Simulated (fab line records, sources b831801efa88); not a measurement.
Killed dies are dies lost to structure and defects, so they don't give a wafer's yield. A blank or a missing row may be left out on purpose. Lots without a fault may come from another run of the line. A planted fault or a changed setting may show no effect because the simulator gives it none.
Chamber matching | flow gf180mcu | GF_CONTACT_CVD_02 on pecvd-02: 3 sister chambers
The step deposits SiO2 from TEOS, target thk 860 nm, time 95.992 s. 6 wafers are shown with their chamber, then 7 later ones without.

WAFERS WITH THEIR CHAMBER
wafer  | chamber | heater_power_w (W)
L238.2 | 0       | 510
L238.5 | 0       | 607
L247.5 | 2       | 428
L249.5 | 2       | 495
L251.2 | 1       | 636
L251.4 | 1       | 516

WAFERS WITHOUT THEIR CHAMBER
wafer  | heater_power_w (W)
L251.6 | 581
L254.1 | 654
L254.2 | 457
L254.3 | 633
L261.4 | 508
L261.5 | 605
L261.6 | 610

WHICH CHAMBER EACH WENT THROUGH
wafer  | from the rows above          | in truth
L251.6 | can't be placed: 1 or 0 or 2 | 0
L254.1 | can't be placed: 1 or 0 or 2 | 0
L254.2 | can't be placed: 2 or 0 or 1 | 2
L254.3 | can't be placed: 1 or 0 or 2 | 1
L261.4 | can't be placed: 2 or 0 or 1 | 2
L261.5 | can't be placed: 1 or 0 or 2 | 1
L261.6 | can't be placed: 1 or 0 or 2 | 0
Placed correctly: 0 of 7. Can't be placed from these rows: 7 (the true chamber is among the candidates in 7). Placed wrongly: 0.
How it was worked out, from the rows above alone: a wafer's distance from a chamber is the root of the sum, over the readings, of the square of ((its reading less the chamber's mean) divided by the reading's scatter). The wafer belongs to the nearest chamber; if the next one is less than 2 further off, it can't be placed. A chamber's mean is the mean of its shown wafers. The scatter: the root of (the sum of the squares of (reading less its chamber's mean) over the shown wafers, divided by (wafers less chambers)).
